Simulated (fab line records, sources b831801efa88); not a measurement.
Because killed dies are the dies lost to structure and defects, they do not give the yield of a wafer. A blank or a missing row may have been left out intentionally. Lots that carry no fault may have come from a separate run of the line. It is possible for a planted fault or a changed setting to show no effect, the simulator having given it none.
fab line records -- flow sfq_line
record lots=14, wafers=42, last_day=92
route steps=325 shown I1@74 JJ@180 M6@252 M8@323
lots that met no fault: taken from a fault-free run of the same line
start_h: hours from the record's first day to the start of the lot's first wafer shown -- wait_h: hours since the lot's step before -- " repeats the value in the row above -- L1.1+2: one row covering several wafers at once -- - either no value or no given start -- * or withheld: withheld -- < > ~ a bound
route shown NAME@n: names a module that has steps shown in the file, with the first one's number in the route -- usual: average and standard deviation across the fault-free wafers -- same: alike in all rows -- chamber/n: place in a boat -- sites: each site's reading -- _std_site: the standard deviation of these -- _edge_site: outer sites' mean less inner sites' -- radius_mm: how far each site lies from the wafer's centre -- mask NAME#n: copy n -- behind: tool/chamber where the wafer was last shaped -- hold: reason for holding the lot/hours on hold/outcome of the hold -- device: the n, p or np transistor that did not switch -- end of line: the tests these same wafers got at the end of their route -- a step with no rows: only its recipe -- killed: the dies lost at the first sort to structure and to defects; this is not the yield of the wafer -- map: the dies of a wafer, with x for killed, . for not killed, _ for no die there
set.NAME: the setting as run; set.NAME@STEP: as run at that earlier step -- model.NAME: the simulator's own value behind a step, which no gauge read
one table for each step of the route and one row for each wafer, over a sample of lots
services: when a tool's chamber went out of use (start_h, in hours from the record's first day, below 0 if earlier), for how many hours, and the reason
## steps
# step SFQ_TRILAYER_I1_CMP_CMP_046
# recipe material=SiO2, down_force_psi=3, platen_rpm=60, pad_velocity_m_s=0.94248
# usual motor_current_A=9.8/0.55, time_to_endpoint_s=218/7.4
lot.wafer,tool,chamber,start_h,wait_h,motor_current_A,time_to_endpoint_s
L115.3,cmp-02,3,234.81,12.6,9.6,211
L115.1,cmp-02,0,234.81,12.6,11.0,207
L115.5,cmp-02,1,234.81,12.6,10.1,204
L116.3,cmp-02,3,254.81,12.7,9.7,205
L116.4,cmp-02,0,254.81,12.7,10.2,221
L116.6,cmp-02,3,256.81,14.7,9.6,211
L117.2,cmp-01,3,309.63,1.9,10.3,217
L117.3,cmp-01,0,309.63,1.9,9.1,227
L117.4,cmp-01,1,309.63,1.9,8.7,225
L118.4,cmp-02,2,320.91,0.0,9.5,236
L118.3,cmp-02,3,320.91,0.0,9.8,207
L118.1,cmp-02,1,322.41,1.5,10.4,215
L119.2,cmp-02,2,329.06,0.6,9.9,261
L119.4,cmp-02,3,329.06,0.6,9.6,255
L119.3,cmp-02,0,329.06,0.6,10.5,254
L120.3,cmp-01,2,335.31,0.0,9.7,218
L120.2,cmp-01,3,335.31,0.0,10.7,217
L120.4,cmp-01,1,336.81,1.5,9.2,217
L122.3,cmp-02,0,368.93,1.6,10.2,247
L122.6,cmp-02,1,368.93,1.6,10.2,248
L122.5,cmp-02,2,368.93,1.6,9.8,245
L128.2,cmp-02,1,580.96,0.0,10.0,220
L128.3,cmp-02,2,580.96,0.0,9.1,227
L128.5,cmp-02,2,583.46,2.5,9.1,232
L129.2,cmp-02,1,589.01,4.5,10.3,217
L129.6,cmp-02,3,590.01,5.5,9.9,222
L129.5,cmp-02,0,590.01,5.5,10.3,224
L131.1,cmp-02,3,600.51,7.6,9.5,222
L131.4,cmp-02,1,601.51,8.6,10.2,226
L131.6,cmp-02,2,601.51,8.6,9.6,234
L133.4,cmp-02,0,603.01,0.5,10.2,225
L133.3,cmp-02,2,604.01,1.5,9.4,221
L133.6,cmp-02,1,605.51,3.0,9.8,213
L135.3,cmp-02,3,612.34,0.6,9.9,208
L135.2,cmp-02,0,612.34,0.6,10.2,220
L135.5,cmp-02,0,614.84,3.1,10.7,224
L136.4,cmp-02,3,617.96,1.0,9.8,216
L136.2,cmp-02,0,617.96,1.0,10.7,213
L136.6,cmp-02,2,619.46,2.5,9.9,219
L138.2,cmp-02,3,633.07,0.5,9.9,211
L138.1,cmp-02,1,634.07,1.5,9.5,213
L138.6,cmp-02,3,635.07,2.5,9.6,221
# step SFQ_TRILAYER_I1_METRO_MEASURE_047
# usual thk_nm=200.4/1.2
lot.wafer,tool,chamber,start_h,wait_h,thk_nm
L115.1,film_metro-01,-,236.93,0.1,200.9
L115.3,film_metro-01,-,236.93,0.1,200.7
L115.5,film_metro-01,-,236.93,0.1,199.1
L116.3,film_metro-03,-,258.33,0.5,199.3
L116.4,film_metro-03,-,258.33,0.5,199.4
L116.6,film_metro-03,-,258.33,0.5,199.3
L117.2,film_metro-03,-,312.95,0.3,201.0
L117.3,film_metro-03,-,312.95,0.3,201.6
L117.4,film_metro-03,-,312.95,0.3,199.3
L118.1,film_metro-04,-,324.03,0.1,200.0
L118.3,film_metro-04,-,324.03,0.1,200.8
L118.4,film_metro-04,-,324.03,0.1,202.2
L119.2,film_metro-03,-,332.38,0.3,150.0
L119.3,film_metro-03,-,332.38,0.3,149.8
L119.4,film_metro-03,-,332.38,0.3,150.7
L120.2,film_metro-03,-,338.63,0.3,200.0
L120.3,film_metro-03,-,338.63,0.3,201.5
L120.4,film_metro-03,-,338.63,0.3,199.7
L122.3,film_metro-03,-,370.95,0.5,150.4
L122.5,film_metro-03,-,370.95,0.5,149.0
L122.6,film_metro-03,-,370.95,0.5,147.4
L128.2,film_metro-03,-,584.28,0.3,199.7
L128.3,film_metro-03,-,584.28,0.3,200.5
L128.5,film_metro-03,-,584.28,0.3,200.5
L129.2,film_metro-01,-,591.33,0.3,198.7
L129.5,film_metro-01,-,591.33,0.3,200.9
L129.6,film_metro-01,-,591.33,0.3,199.1
L131.1,film_metro-01,-,603.13,0.1,201.8
L131.4,film_metro-01,-,603.13,0.1,201.8
L131.6,film_metro-01,-,603.13,0.1,200.2
L133.3,film_metro-03,-,606.53,0.5,201.4
L133.4,film_metro-03,-,606.53,0.5,202.8
L133.6,film_metro-03,-,606.53,0.5,201.0
L135.2,film_metro-01,-,615.66,0.3,201.5
L135.3,film_metro-01,-,615.66,0.3,200.1
L135.5,film_metro-01,-,615.66,0.3,201.3
L136.2,film_metro-04,-,620.28,0.3,200.3
L136.4,film_metro-04,-,620.28,0.3,198.8
L136.6,film_metro-04,-,620.28,0.3,199.2
L138.1,film_metro-04,-,635.69,0.1,199.8
L138.2,film_metro-04,-,635.69,0.1,201.3
L138.6,film_metro-04,-,635.69,0.1,200.7
# step SFQ_TRILAYER_I1_VIA_ETCH_VIA_ETCH_052
# recipe target=SiO2, stop_on=Nb, mask_material=PR, taper_deg=20, chemistry=CHF3, target_depth_nm=260, source_w=500, bias_w=80, pressure_mtorr=30, time_s=withheld
# usual drypump_motor_current_A=6.1/0.57, oes_product_au=0.855/0.0053, rf_fwd_power_W=498.2/1.4
lot.wafer,tool,chamber,start_h,wait_h,drypump_motor_current_A,oes_product_au,rf_fwd_power_W
L115.1,rie_diel-01,3,353.80,0.0,6.4,0.864,499.6
L115.3,rie_diel-01,2,353.80,0.0,5.0,0.854,499.3
L115.5,rie_diel-01,3,353.80,0.0,6.4,0.844,497.5
L116.3,rie_diel-01,0,382.45,0.0,6.0,0.850,498.5
L116.4,rie_diel-01,1,382.45,0.0,6.6,0.859,499.1
L116.6,rie_diel-01,3,382.45,0.0,6.4,0.855,497.7
L117.2,rie_diel-01,2,458.26,0.0,5.0,0.853,498.5
L117.3,rie_diel-01,1,458.26,0.0,6.7,0.868,495.8
L117.4,rie_diel-01,2,458.26,0.0,4.9,0.858,496.7
L118.1,rie_diel-04,3,472.66,0.0,5.8,0.850,498.8
L118.3,rie_diel-04,1,472.66,0.0,6.4,0.857,498.5
L118.4,rie_diel-04,0,472.66,0.0,5.2,0.863,496.8
L119.2,rie_diel-01,0,483.59,0.0,6.0,0.741,500.0
L119.3,rie_diel-01,3,483.59,0.0,6.4,0.740,498.6
L119.4,rie_diel-01,2,483.59,0.0,5.0,0.730,494.9
L120.2,rie_diel-01,3,488.39,0.0,6.5,0.855,500.5
L120.3,rie_diel-01,2,488.39,0.0,5.0,0.860,496.9
L120.4,rie_diel-01,1,488.39,0.0,6.7,0.861,498.9
L122.3,rie_diel-01,1,523.19,0.0,6.6,0.737,500.3
L122.5,rie_diel-01,3,523.19,0.0,6.4,0.731,497.7
L122.6,rie_diel-01,2,523.19,0.0,5.0,0.739,497.4
L128.2,rie_diel-01,0,590.17,0.0,6.0,0.856,499.5
L128.3,rie_diel-01,2,590.17,0.0,5.0,0.852,497.1
L128.5,rie_diel-01,0,590.17,0.0,6.0,0.851,500.1
L129.2,rie_diel-01,0,594.66,0.0,6.0,0.849,499.8
L129.5,rie_diel-01,1,594.66,0.0,6.7,0.849,494.5
L129.6,rie_diel-01,0,594.66,0.0,6.1,0.849,497.8
L131.1,rie_diel-03,2,606.66,0.0,5.7,0.856,499.1
L131.4,rie_diel-03,0,606.66,0.0,6.3,0.863,498.2
L131.6,rie_diel-03,2,606.66,0.0,5.8,0.853,498.3
L133.3,rie_diel-03,2,609.68,0.0,5.7,0.859,500.0
L133.4,rie_diel-03,3,609.68,0.0,6.7,0.862,495.9
L133.6,rie_diel-03,3,609.68,0.0,6.7,0.856,498.3
L135.2,rie_diel-04,0,618.99,0.0,5.2,0.862,497.1
L135.3,rie_diel-04,1,618.99,0.0,6.4,0.861,497.6
L135.5,rie_diel-04,3,618.99,0.0,5.8,0.863,499.1
L136.2,rie_diel-04,3,623.60,0.0,5.8,0.844,498.4
L136.4,rie_diel-04,1,623.60,0.0,6.4,0.853,496.7
L136.6,rie_diel-04,2,623.60,0.0,6.3,0.855,499.3
L138.1,rie_diel-03,2,639.33,0.0,5.8,0.854,499.5
L138.2,rie_diel-03,1,639.33,0.0,5.7,0.857,498.9
L138.6,rie_diel-03,1,639.33,0.0,5.7,0.858,497.8
# step SFQ_TRILAYER_JJ_TRILAYER_DEP_SPUTTER_110
# recipe material=Al, base_pressure_pa=1.33e-06, target_thk_nm=8, power_w=500, time_s=10, chamber_pressure_pa=0.4
# usual base_pressure_pa=1.33e-06/7.8e-08, cathode_dc_power_W=500.00/0.092, chamber_pressure_pa=0.3998/0.00075, throttle_valve_pct=30.3/0.85
lot.wafer,tool,chamber,start_h,wait_h,base_pressure_pa,cathode_dc_power_W,chamber_pressure_pa,throttle_valve_pct
L115.1,pvd_sputter-06,-,1132.90,0.0,1.25e-06,499.88,0.3995,29.0
L115.3,pvd_sputter-06,-,1132.90,0.0,1.4e-06,499.93,0.3984,30.4
L115.5,pvd_sputter-06,-,1132.90,0.0,1.32e-06,500.14,0.3994,30.4
L116.3,pvd_sputter-04,-,1146.13,0.0,1.2e-06,500.10,0.4003,29.4
L116.4,pvd_sputter-04,-,1146.13,0.0,1.3e-06,500.10,0.3993,29.6
L116.6,pvd_sputter-04,-,1146.13,0.0,1.27e-06,500.02,0.4004,29.5
L117.2,pvd_sputter-06,-,1182.20,0.0,1.28e-06,499.92,0.3992,30.3
L117.3,pvd_sputter-06,-,1182.20,0.0,1.25e-06,500.01,0.4000,30.4
L117.4,pvd_sputter-06,-,1182.20,0.0,1.42e-06,499.88,0.4000,29.1
L118.1,pvd_sputter-04,-,1188.02,0.0,1.34e-06,499.87,0.3999,29.5
L118.3,pvd_sputter-04,-,1188.02,0.0,1.53e-06,500.15,0.3998,32.1
L118.4,pvd_sputter-04,-,1188.02,0.0,1.39e-06,499.90,0.4007,30.5
L119.2,pvd_sputter-03,-,1190.42,0.0,1.36e-06,499.97,0.4006,30.7
L119.3,pvd_sputter-03,-,1190.42,0.0,1.36e-06,499.94,0.4000,29.3
L119.4,pvd_sputter-03,-,1190.42,0.0,1.28e-06,499.99,0.3982,31.4
L120.2,pvd_sputter-04,-,1195.22,0.0,1.31e-06,500.03,0.3999,30.5
L120.3,pvd_sputter-04,-,1195.22,0.0,1.24e-06,499.87,0.4008,29.7
L120.4,pvd_sputter-04,-,1195.22,0.0,1.3e-06,500.08,0.3999,31.8
L122.3,pvd_sputter-03,-,1205.86,0.0,1.34e-06,500.02,0.3997,30.0
L122.5,pvd_sputter-03,-,1205.86,0.0,1.26e-06,500.17,0.3983,29.3
L122.6,pvd_sputter-03,-,1205.86,0.0,1.29e-06,500.02,0.3987,31.6
L128.2,pvd_sputter-03,-,1251.44,0.0,1.33e-06,500.17,0.4000,30.3
L128.3,pvd_sputter-03,-,1251.44,0.0,1.46e-06,499.90,0.4001,29.2
L128.5,pvd_sputter-03,-,1251.44,0.0,1.41e-06,499.89,0.3990,31.5
L129.2,pvd_sputter-03,-,1258.26,0.0,1.42e-06,500.01,0.3996,30.2
L129.5,pvd_sputter-03,-,1258.26,0.0,1.41e-06,500.16,0.3997,30.9
L129.6,pvd_sputter-03,-,1258.26,0.0,1.42e-06,499.83,0.3993,30.1
L131.1,pvd_sputter-03,-,1267.86,0.0,1.38e-06,500.11,0.3996,30.9
L131.4,pvd_sputter-03,-,1267.86,0.0,1.35e-06,499.83,0.3995,30.2
L131.6,pvd_sputter-03,-,1267.86,0.0,1.29e-06,499.87,0.3993,30.1
L133.3,pvd_sputter-03,-,1272.64,0.0,1.13e-06,499.99,0.4013,30.3
L133.4,pvd_sputter-03,-,1272.64,0.0,1.19e-06,500.04,0.3999,31.2
L133.6,pvd_sputter-03,-,1272.64,0.0,1.34e-06,500.14,0.4005,30.7
L135.2,pvd_sputter-04,-,1279.84,0.0,1.39e-06,500.04,0.4003,29.4
L135.3,pvd_sputter-04,-,1279.84,0.0,1.46e-06,500.04,0.3987,31.9
L135.5,pvd_sputter-04,-,1279.84,0.0,1.37e-06,500.18,0.3994,30.2
L136.2,pvd_sputter-03,-,1287.04,0.0,1.42e-06,499.84,0.3999,29.1
L136.4,pvd_sputter-03,-,1287.04,0.0,1.33e-06,499.96,0.3990,30.9
L136.6,pvd_sputter-03,-,1287.04,0.0,1.41e-06,499.96,0.4000,30.3
L138.1,pvd_sputter-03,-,1309.84,0.0,1.33e-06,499.98,0.4008,30.4
L138.2,pvd_sputter-03,-,1309.84,0.0,1.44e-06,499.99,0.4004,31.1
L138.6,pvd_sputter-03,-,1309.84,0.0,1.35e-06,499.89,0.4002,31.0
# step SFQ_TRILAYER_M6_DEP_SPUTTER_157
# recipe material=Nb, base_pressure_pa=1.33e-06, chamber_pressure_pa=0.1333, substrate_temp_c=20, target_thk_nm=200, power_w=2000, time_s=133.3
# usual base_pressure_pa=1.33e-06/6.6e-08, cathode_dc_power_W=2000.0/0.35, chamber_pressure_pa=0.1333/0.00028, substrate_temp_c=19.99/0.1, throttle_valve_pct=29.8/0.72
lot.wafer,tool,chamber,start_h,wait_h,base_pressure_pa,cathode_dc_power_W,chamber_pressure_pa,substrate_temp_c,throttle_valve_pct
L115.1,pvd_sputter-03,-,1720.50,0.0,1.38e-06,1999.7,0.13316,19.92,30.8
L115.3,pvd_sputter-03,-,1720.50,0.0,1.28e-06,1999.6,0.13313,20.20,29.3
L115.5,pvd_sputter-03,-,1720.50,0.0,1.27e-06,2000.8,0.13368,19.81,30.8
L116.3,pvd_sputter-05,-,1725.29,0.0,1.32e-06,1999.6,0.13313,20.06,29.3
L116.4,pvd_sputter-05,-,1725.29,0.0,1.36e-06,2000.3,0.13317,20.00,29.5
L116.6,pvd_sputter-05,-,1725.29,0.0,1.32e-06,2000.3,0.13318,20.24,29.4
L117.2,pvd_sputter-06,-,1726.49,0.0,1.35e-06,2000.3,0.13294,19.90,29.2
L117.3,pvd_sputter-06,-,1726.49,0.0,1.34e-06,1999.9,0.13303,19.81,30.1
L117.4,pvd_sputter-06,-,1726.49,0.0,1.39e-06,2000.6,0.13338,20.03,30.6
L118.1,pvd_sputter-03,-,1727.69,0.0,1.39e-06,2000.0,0.13325,19.82,31.5
L118.3,pvd_sputter-03,-,1727.69,0.0,1.44e-06,2000.8,0.13336,19.89,30.8
L118.4,pvd_sputter-03,-,1727.69,0.0,1.35e-06,2000.3,0.13328,19.87,29.5
L119.2,pvd_sputter-05,-,1730.10,0.0,1.46e-06,1999.7,0.13317,19.90,29.6
L119.3,pvd_sputter-05,-,1730.10,0.0,1.39e-06,2000.4,0.13315,20.11,29.6
L119.4,pvd_sputter-05,-,1730.10,0.0,1.3e-06,2000.0,0.13278,19.98,29.3
L120.2,pvd_sputter-06,-,1732.49,0.0,1.33e-06,2000.2,0.1332,20.02,30.3
L120.3,pvd_sputter-06,-,1732.49,0.0,1.37e-06,2000.4,0.13247,19.91,29.0
L120.4,pvd_sputter-06,-,1732.49,0.0,1.31e-06,1999.8,0.13359,19.94,30.2
L122.3,pvd_sputter-06,-,1738.49,0.0,1.39e-06,2000.6,0.13302,20.06,28.7
L122.5,pvd_sputter-06,-,1738.49,0.0,1.31e-06,2000.2,0.13288,20.09,30.2
L122.6,pvd_sputter-06,-,1738.49,0.0,1.27e-06,1999.5,0.13272,20.19,28.7
L128.2,pvd_sputter-05,-,1758.90,0.0,1.4e-06,1999.8,0.13356,20.09,29.5
L128.3,pvd_sputter-05,-,1758.90,0.0,1.33e-06,1999.2,0.13351,19.96,29.6
L128.5,pvd_sputter-05,-,1758.90,0.0,1.39e-06,1999.7,0.13342,19.95,29.2
L129.2,pvd_sputter-06,-,1763.69,0.0,1.35e-06,2000.1,0.13344,19.97,28.9
L129.5,pvd_sputter-06,-,1763.69,0.0,1.5e-06,2000.1,0.13353,20.01,28.9
L129.6,pvd_sputter-06,-,1763.69,0.0,1.38e-06,2000.0,0.13322,19.92,30.5
L131.1,pvd_sputter-05,-,1780.63,0.0,1.31e-06,2000.7,0.13353,19.91,29.6
L131.4,pvd_sputter-05,-,1780.63,0.0,1.36e-06,2000.4,0.1329,20.20,29.5
L131.6,pvd_sputter-05,-,1780.63,0.0,1.22e-06,1999.8,0.13355,20.10,29.1
L133.3,pvd_sputter-05,-,1785.43,0.0,1.27e-06,2000.2,0.13371,19.98,29.6
L133.4,pvd_sputter-05,-,1785.43,0.0,1.4e-06,1999.8,0.13345,19.91,29.1
L133.6,pvd_sputter-05,-,1785.43,0.0,1.39e-06,1999.3,0.13334,19.90,29.8
L135.2,pvd_sputter-05,-,1800.41,0.0,1.21e-06,1999.2,0.1332,20.12,29.6
L135.3,pvd_sputter-05,-,1800.41,0.0,1.35e-06,1999.2,0.13346,19.98,29.3
L135.5,pvd_sputter-05,-,1800.41,0.0,1.34e-06,1999.8,0.13362,20.00,29.1
L136.2,pvd_sputter-06,-,1802.28,0.0,1.25e-06,1999.9,0.13328,19.92,30.7
L136.4,pvd_sputter-06,-,1802.28,0.0,1.42e-06,1999.9,0.13322,19.86,30.5
L136.6,pvd_sputter-06,-,1802.28,0.0,1.31e-06,2000.3,0.13324,19.96,29.1
L138.1,pvd_sputter-06,-,1818.41,0.0,1.47e-06,1999.8,0.13289,20.14,28.9
L138.2,pvd_sputter-06,-,1818.41,0.0,1.3e-06,1999.9,0.13318,20.03,30.3
L138.6,pvd_sputter-06,-,1818.41,0.0,1.32e-06,1999.9,0.13319,20.07,28.8
# step SFQ_M8_THK_MEAS_950
# recipe thk_meas_gauge=xrf, reads=Au_of_TRILAYER_M8_DEP_EVAP_196
# usual M8_AU_THK=180.5/2.1
lot.wafer,tool,chamber,start_h,wait_h,M8_AU_THK[nm]
L115.1,film_metro-04,-,2049.54,0.1,179.7
L115.3,film_metro-04,-,2049.54,0.1,177.5
L115.5,film_metro-04,-,2049.54,0.1,179.9
L116.3,film_metro-03,-,2053.16,0.1,177.1
L116.4,film_metro-03,-,2053.16,0.1,177.6
L116.6,film_metro-03,-,2053.16,0.1,178.8
L117.2,film_metro-04,-,2056.75,0.1,177.5
L117.3,film_metro-04,-,2056.75,0.1,179.5
L117.4,film_metro-04,-,2056.75,0.1,181.5
L118.1,film_metro-03,-,2060.34,0.1,178.7
L118.3,film_metro-03,-,2060.34,0.1,178.1
L118.4,film_metro-03,-,2060.34,0.1,178.5
L119.2,film_metro-04,-,2063.95,0.1,181.1
L119.3,film_metro-04,-,2063.95,0.1,179.9
L119.4,film_metro-04,-,2063.95,0.1,181.1
L120.2,film_metro-03,-,2065.15,0.1,182.9
L120.3,film_metro-03,-,2065.15,0.1,181.8
L120.4,film_metro-03,-,2065.15,0.1,184.2
L122.3,film_metro-04,-,2153.47,0.1,179.3
L122.5,film_metro-04,-,2153.47,0.1,181.3
L122.6,film_metro-04,-,2153.47,0.1,181.7
L128.2,film_metro-03,-,2171.46,0.1,181.2
L128.3,film_metro-03,-,2171.46,0.1,179.5
L128.5,film_metro-03,-,2171.46,0.1,179.7
L129.2,film_metro-03,-,2178.66,0.1,183.0
L129.5,film_metro-03,-,2178.66,0.1,184.1
L129.6,film_metro-03,-,2178.66,0.1,180.1
L131.1,film_metro-03,-,2184.65,0.1,177.2
L131.4,film_metro-03,-,2184.65,0.1,177.4
L131.6,film_metro-03,-,2184.65,0.1,178.5
L133.3,film_metro-03,-,2191.87,0.1,183.5
L133.4,film_metro-03,-,2191.87,0.1,181.8
L133.6,film_metro-03,-,2191.87,0.1,181.5
L135.2,film_metro-02,-,2203.86,0.1,181.0
L135.3,film_metro-02,-,2203.86,0.1,183.1
L135.5,film_metro-02,-,2203.86,0.1,181.6
L136.2,film_metro-02,-,2207.25,0.1,183.4
L136.4,film_metro-02,-,2207.25,0.1,180.7
L136.6,film_metro-02,-,2207.25,0.1,182.8
L138.1,film_metro-04,-,2214.44,0.1,180.7
L138.2,film_metro-04,-,2214.44,0.1,181.8
L138.6,film_metro-04,-,2214.44,0.1,182.9
## services
tool,chamber,start_h,hours,kind
cmp-02,-,276.09,1.2,repair
cmp-02,-,360.64,0.5,repair
cmp-02,-,408.43,4.0,pm
cmp-02,-,490.13,0.9,repair
cmp-02,-,554.61,4.0,pm
cmp-02,-,645.24,5.6,pm
cmp-02,-,723.81,0.9,repair
cmp-02,-,737.72,2.9,repair
cmp-02,-,748.87,4.0,pm
cmp-02,-,759.69,0.4,repair
cmp-02,-,821.63,7.1,repair
cmp-02,-,894.85,5.1,repair
cmp-02,-,929.99,7.5,pm
cmp-02,-,1010.22,2.4,repair
cmp-02,-,1015.37,14.8,repair
cmp-02,-,1031.12,2.6,repair
cmp-02,-,1036.77,22.0,pm
cmp-02,-,1088.96,4.0,pm
cmp-02,-,1092.28,0.7,repair
cmp-02,-,1184.30,0.5,repair
cmp-02,-,1184.49,6.1,repair
cmp-02,-,1265.05,0.3,repair
cmp-02,-,1281.32,0.5,repair
cmp-02,-,1292.61,6.1,pm
## key
first_sign step=SFQ_TRILAYER_I1_CMP_CMP_046, reading=time_to_endpoint_s, direction=up, sigmas=4.5, usual=*, struck=*
effect step=SFQ_TRILAYER_I1_METRO_MEASURE_047, reading=thk_nm, direction=down, sigmas=44, usual=200.4, struck=149.6
effect step=SFQ_TRILAYER_I1_VIA_ETCH_VIA_ETCH_052, reading=oes_product_au, direction=down, sigmas=22, usual=0.855, struck=0.736
met_at SFQ_TRILAYER_I1_CMP_CMP_046
struck_lots L119,L122
not_acting_at SFQ_TRILAYER_JJ_TRILAYER_DEP_SPUTTER_110,SFQ_TRILAYER_M6_DEP_SPUTTER_157,SFQ_M8_THK_MEAS_950
onset_between 320.91 329.06
fault kind=process_parameter_drift, tool=cmp-02, chamber=-, onset_h=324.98, steps=SFQ_TRILAYER_I1_CMP_CMP_046, channel=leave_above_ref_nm, offset=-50, shape=step, end_h=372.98, acts_in=these_recipes_only, stated=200
